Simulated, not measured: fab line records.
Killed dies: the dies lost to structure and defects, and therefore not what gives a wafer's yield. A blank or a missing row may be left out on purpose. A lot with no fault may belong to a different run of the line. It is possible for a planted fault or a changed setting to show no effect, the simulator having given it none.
Which tool was responsible? || flow gf180mcu || Sampling: 7 lots, 21 wafers, 2 of 602 route steps

## WHAT THE GAUGES READ, wafer by wafer
GF_V5_THK_MEAS_01.
{"lot": "L964", "measured": "day 27 01:14", "on": "film-metro-03", "V5_CVD_00_THK (nm)": "298.7 298.1 295.7"}
{"lot": "L968", "measured": "day 28 22:23", "on": "film-metro-02", "V5_CVD_00_THK (nm)": "298.6 298.9 301.3"}
{"lot": "L970", "measured": "day 29 06:44", "on": "film-metro-02", "V5_CVD_00_THK (nm)": "300.7 299.7 299.3"}
{"lot": "L972", "measured": "day 29 21:16", "on": "film-metro-01", "V5_CVD_00_THK (nm)": "298.2 300.9 301.8"}
{"lot": "L981", "measured": "day 32 07:49", "on": "film-metro-02", "V5_CVD_00_THK (nm)": "300.7 300.3 299.8"}
{"lot": "L983", "measured": "day 32 13:19", "on": "film-metro-02", "V5_CVD_00_THK (nm)": "297.6 298.8 298.8"}
{"lot": "L985", "measured": "day 33 01:50", "on": "film-metro-01", "V5_CVD_00_THK (nm)": "304.7 301.4 302.7"}

## WHAT TOOL EACH LOT RAN ON (gives the tool, then ch and the chambers of the sampled wafers, and finally the start)
{"lot": "L964", "GF_SALICIDE_SPUTTER_02": "pvd-sputter-02, day 15 21:25"}
{"lot": "L968", "GF_SALICIDE_SPUTTER_02": "pvd-sputter-01, day 17 21:16"}
{"lot": "L970", "GF_SALICIDE_SPUTTER_02": "pvd-sputter-02, day 18 09:07"}
{"lot": "L972", "GF_SALICIDE_SPUTTER_02": "pvd-sputter-01, day 19 04:25"}
{"lot": "L981", "GF_SALICIDE_SPUTTER_02": "pvd-sputter-01, day 22 07:35"}
{"lot": "L983", "GF_SALICIDE_SPUTTER_02": "pvd-sputter-02, day 22 17:22"}
{"lot": "L985", "GF_SALICIDE_SPUTTER_02": "pvd-sputter-02, day 23 09:37"}
- GF_SALICIDE_SPUTTER_02: material Co, target thk 10 nm, time 20 s.

## THE ANSWER, worked out from the rows above alone
Rule: usual is defined by the lots themselves. The widest of any qualifying gaps counts: lots, ordered by their means at a reading, are off when they make up no more than a third of the lots, leave a main group of 4 or more, and stand apart from it by 3 or more times the standard deviation of that group's means. Not used: any main group whose means are identical at the precision the tables above print for the reading. Also off: a lot with no number at a reading for which 4 or more lots have one. All remaining lots with rows at the step are treated as sound.
No lot is off on any of the readings shown, so nothing can be concluded from this.

## WHAT THE SIMULATOR PUT IN
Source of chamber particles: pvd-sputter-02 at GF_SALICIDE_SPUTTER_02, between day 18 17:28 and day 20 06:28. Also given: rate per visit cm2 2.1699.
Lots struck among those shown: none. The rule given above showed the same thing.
